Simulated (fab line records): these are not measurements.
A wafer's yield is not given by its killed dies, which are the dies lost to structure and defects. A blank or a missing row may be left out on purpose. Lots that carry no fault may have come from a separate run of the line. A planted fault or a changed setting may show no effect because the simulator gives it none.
A lot that was struck, set against a sound lot    flow gf180mcu    20 steps out of a route of 602
Sound: the wafers L981.3, L981.4, L981.6. Wafers struck: L991.1, L991.4, L991.6. At the end, the cause is stated.
Per side, at each step with rows, come the tool, then ch with its chambers, and then its first start. Under that, the readings that differ: sound wafers    struck wafers    difference of the means    sigmas: that difference in standard deviations of wafers without a fault.
alike: readings whose means differ by less than 2 such deviations, and words and numbers that are the same on both sides. not compared: withheld readings, readings that some wafer has no value for, bounds like >300 that may hide the same value, and numbers for which the record gives no deviation and whose values overlap.
Wherever a step has rows on one side only, a row that says differs or no value, or a row with sigmas, the two part there. When numbers do not overlap yet have no deviation, they are printed without sigmas and do not part them. A reading that every wafer of one side lacks parts them only if that side has two wafers or more.

first, 3 steps without rows for these wafers: GF_MVPSD_EXPOSE_04 (exposes mask MVPSD, target cd 1000 nm); GF_MVPSD_PEB_05; GF_MVPSD_DEVELOP_06 (develop time 60 s).
GF_MVPSD_OVL_MEAS_07:
  sound on overlay-01, day 6 00:12; struck on overlay-01, day 8 14:02
  alike: MVPSD_OVL
then, 2 steps without rows for these wafers: GF_MVPSD_IMPLANT_08; GF_MVPSD_IMPLANT_09.
GF_MVPSD_STRIP_10: strips in O2/N2.
  sound on plasmaAsher-02 ch 0,1, day 6 00:33; struck on plasmaAsher-03 ch 0,1, day 8 14:22
reading                   sound              struck             difference  sigmas
stripTimeToEndpointS (s)  36.64 36.56 36.58  36.87 36.75 36.79  +0.21       +2
  alike: drypumpMotorCurrentA, heaterPowerW, oesProductAu
  not compared: rfHoursCounterH
GF_MVPSD_TW_MEAS_11:
  sound on filmMetro-03, day 6 00:38; struck on filmMetro-02, day 8 14:28
  alike: MVPSD_TW
then, 4 steps without rows for these wafers: GF_VT_IMPLANT_DEHYDRATE_00 (time 60 s); GF_VT_IMPLANT_HMDS_01 (prime time 60 s); GF_VT_IMPLANT_COAT_02 (resist thk 1000 nm); GF_VT_IMPLANT_SOFTBAKE_03 (time 60 s).
GF_VT_IMPLANT_EXPOSE_04: exposes mask LVPWELL LV AREA, target cd 600 nm.
  sound on ilineStepper-01 ch 0, day 6 08:25; struck on ilineStepper-01 ch 0, day 8 23:23
reading  sound                                                  struck                difference  sigmas
mask     LVPWELL_LV_AREA#0 LVPWELL_LV_AREA#0 LVPWELL_LV_AREA#0  MVSD#0 MVSD#0 MVSD#0  differs     
then, 2 steps without rows for these wafers: GF_VT_IMPLANT_PEB_05; GF_VT_IMPLANT_DEVELOP_06 (develop time 60 s).
GF_VT_IMPLANT_OVL_MEAS_07:
  sound on overlay-02, day 6 16:16; struck on overlay-01, day 9 09:04
reading              sound         struck  difference                     sigmas
VT_IMPLANT_OVL (nm)  -0.7 1.0 1.7  - - -   no value on the struck wafers  
after that, 1 step had no rows for these wafers: GF_VT_IMPLANT_IMPLANT_08.
GF_VT_IMPLANT_STRIP_09: strips in O2/N2.
  sound on plasmaAsher-01 ch 0,1, day 6 16:29; struck on plasmaAsher-02 ch 0,1, day 9 09:14
  alike: drypumpMotorCurrentA, heaterPowerW, oesProductAu, stripTimeToEndpointS
  not compared: rfHoursCounterH
GF_VT_IMPLANT_TW_MEAS_10:
  sound on filmMetro-02, day 6 16:34; struck on filmMetro-04, day 9 09:34
reading        sound        struck    difference  sigmas
VT_IMPLANT_TW  568 567 570  30 30 30  -538        -99 or more
  not compared: hold
GF_PASSIVATION_PROBE_99:
  the record has rows for the sound wafers here (prober-01, day 31 05:34) and none for the struck ones

== WHERE THEY PART ==
Earliest at GF_MVPSD_STRIP_10; latest, in this record, at GF_PASSIVATION_PROBE_99.

WHY: what had been put in by the simulator
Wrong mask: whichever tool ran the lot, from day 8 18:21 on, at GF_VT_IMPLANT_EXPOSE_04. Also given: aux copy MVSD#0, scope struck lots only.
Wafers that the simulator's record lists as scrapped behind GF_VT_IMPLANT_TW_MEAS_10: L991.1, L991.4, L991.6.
